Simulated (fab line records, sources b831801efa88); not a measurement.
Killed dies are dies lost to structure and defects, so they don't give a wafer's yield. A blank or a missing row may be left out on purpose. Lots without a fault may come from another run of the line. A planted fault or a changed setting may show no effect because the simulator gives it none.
Which tool did it? | flow sfq_line | 13 lots, 39 wafers sampled, at 1 step of a route of 325

WHAT THE GAUGES READ, wafer by wafer
The record holds no reading of a measuring or inspecting step that can be judged against a usual standard deviation.

WHICH TOOL RAN EACH LOT (tool, then ch and the chambers of the sampled wafers, then the start)
lot  | SFQ_TRILAYER_I0_CMP_CMP_028
L282 | cmp-01 ch 1,2, day 12 08:43
L283 | cmp-01 ch 1,3, day 12 20:48
L286 | cmp-01 ch 0,2,3, day 13 23:34
L288 | cmp-01 ch 0,2,3, day 14 13:34
L289 | cmp-02 ch 1,2,3, day 14 22:22
L291 | cmp-02 ch 0,3, day 15 05:08
L296 | cmp-02 ch 0,1,2, day 17 05:22
L298 | cmp-02 ch 0,2,3, day 18 13:25
L299 | cmp-01 ch 0,2,3, day 18 20:58
L300 | cmp-01 ch 1,2,3, day 19 04:53
L301 | cmp-01 ch 1,2,3, day 19 22:34
L302 | cmp-02 ch 0,2, day 20 00:58
L303 | cmp-02 ch 0,1,3, day 20 07:40
- SFQ_TRILAYER_I0_CMP_CMP_028: polishes SiO2.

WHAT THE TOOLS THEMSELVES READ (means of the sampled wafers that have a number; where no wafer has one, the mark that the record gives instead)
SFQ_TRILAYER_I0_CMP_CMP_028.
lot  | tool   | head_pressure_psi (psi) | motor_current_A (A) | platen_rpm (rpm) | time_to_endpoint_s (s)
L282 | cmp-01 | 2.996                   | 11.6                | 59.99            | 216
L283 | cmp-01 | 3.004                   | 11.4                | 59.98            | 214
L286 | cmp-01 | 3.005                   | 10.5                | 60.03            | 221
L288 | cmp-01 | 2.998                   | 10.5                | 62.00            | 207
L289 | cmp-02 | 3.002                   | 9.2                 | 59.99            | 218
L291 | cmp-02 | 2.997                   | 9.4                 | 60.00            | 214
L296 | cmp-02 | 2.995                   | 10.1                | 60.02            | 212
L298 | cmp-02 | 3.005                   | 9.9                 | 60.05            | 211
L299 | cmp-01 | 3.008                   | 10.6                | 60.01            | 220
L300 | cmp-01 | 2.999                   | 11.6                | 59.98            | 214
L301 | cmp-01 | 3.002                   | 11.1                | 60.01            | 225
L302 | cmp-02 | 2.993                   | 10.1                | 59.99            | 212
L303 | cmp-02 | 2.998                   | 9.5                 | 59.96            | 206

THE ANSWER, worked out from the rows above alone
Rule: what is usual is taken from the lots themselves. Put in order of their means at a reading, lots are off if they are a third of the lots or fewer, leave a main group of 4 or more, and stand apart from it by a gap of 3 or more times the standard deviation of the main group's means; of several such gaps the widest counts. A main group whose means are all the same, to the digits that the tables above print for the reading, isn't used. A lot without any number at a reading at which 4 lots or more have one is off too. The other lots that the step has rows for count as sound. The gauges are gone through in route order, then the tools' own readings, and for those a lot's mean is taken as printed above. The first step at which some lot is off is used, and at that step the reading that is off furthest; a lot without a number counts as furthest.
Off: L288, at SFQ_TRILAYER_I0_CMP_CMP_028 (platen_rpm). The main group: mean 60.00 rpm, standard deviation 0.024.
A tool fits if, at that step or a process step before it, it ran every lot that is off, and no sound lot after the first of them. None of those tried fits.

WHAT THE SIMULATOR HAD PUT IN
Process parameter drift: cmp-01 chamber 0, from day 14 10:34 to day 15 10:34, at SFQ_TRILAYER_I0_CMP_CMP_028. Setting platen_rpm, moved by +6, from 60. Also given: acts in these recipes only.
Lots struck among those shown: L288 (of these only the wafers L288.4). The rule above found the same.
